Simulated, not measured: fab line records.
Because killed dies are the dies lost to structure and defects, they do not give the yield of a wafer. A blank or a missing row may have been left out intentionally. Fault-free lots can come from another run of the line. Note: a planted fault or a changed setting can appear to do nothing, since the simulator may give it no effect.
One fault through the eyes of 2 desks | flow gf180mcu | each desk has only its own numbers; what lay behind them comes last

== FOR THE TOOL OWNER'S DESK: cmp-02 ==
The tool's own readings at GF_V2_CMP_04 (polishes SiO2): means of the sampled wafers that have a number, for each lot that ran on this tool. A lot is out of limits, marked OUT, if its mean lies more than 4 standard deviations from the usual mean; the brackets give that distance.
Columns: A = motor-current-A at GF_V2_CMP_04, usual 13.2 A; B = platen-rpm at GF_V2_CMP_04, usual 60.01 rpm; C = slurry-filter-dp-kPa at GF_V2_CMP_04, usual 13.51 kPa; D = time-to-endpoint-s at GF_V2_CMP_04, usual 83 s
lot  | first seen here | A    | B     | C     | D
L570 | day 19 14:17    | 13.3 | 60.01 | 13.63 | 78
L572 | day 19 19:41    | 13.5 | 60.03 | 13.45 | 80
L574 | day 20 20:12    | 13.3 | 60.01 | 13.44 | 82
L577 | day 22 06:34    | 13.4 | 59.99 | 13.55 | 83
L579 | day 22 18:33    | 14.1 | 60.02 | 13.42 | 79
L581 | day 23 17:21    | 13.4 | 59.99 | 13.51 | 85
L590 | day 26 03:06    | 13.9 | 59.99 | 13.55 | 87
L591 | day 26 16:01    | 13.5 | 60.00 | 13.50 | 80
This desk found nothing out of limits on any of the 8 lots.

== THE METROLOGY DESK ==
Means of the sampled wafers that have a number, per lot and without regard to the tool the lot ran on: this is what the gauges read. A lot is out of limits, marked OUT, if its mean lies more than 4 standard deviations from the usual mean; the brackets give that distance.
Columns: A = TOP_METAL_OVL at GF_TOP_METAL_OVL_MEAS_15, usual 1.7 nm; B = PASSIVATION_CVD_00_THK at GF_PASSIVATION_THK_MEAS_01, usual 993 nm
lot  | first seen here | A    | B
L570 | day 28 06:47    | 1.6  | 1004
L572 | day 28 13:30    | 2.6  | 997
L573 | day 28 20:25    | 1.5  | 993
L574 | day 29 09:08    | 1.7  | 992
L577 | day 30 10:41    | 2.8  | 999
L579 | day 30 20:28    | 2.2  | 994
L581 | day 31 14:54    | 1.0  | 988
L582 | day 31 16:22    | 1.8  | 986
L583 | day 31 21:50    | 0.2  | 985
L590 | day 33 15:41    | 1.2  | 1003
L591 | day 33 22:03    | -1.5 | 1004
L592 | day 34 01:53    | 1.1  | 985
This desk found nothing out of limits on any of the 12 lots.

== ALL TOGETHER ==
The desk of the tool owner found nothing out of limits.
Metrology desk: nothing out of limits seen.

== WHAT THE SIMULATOR HAD INSERTED ==
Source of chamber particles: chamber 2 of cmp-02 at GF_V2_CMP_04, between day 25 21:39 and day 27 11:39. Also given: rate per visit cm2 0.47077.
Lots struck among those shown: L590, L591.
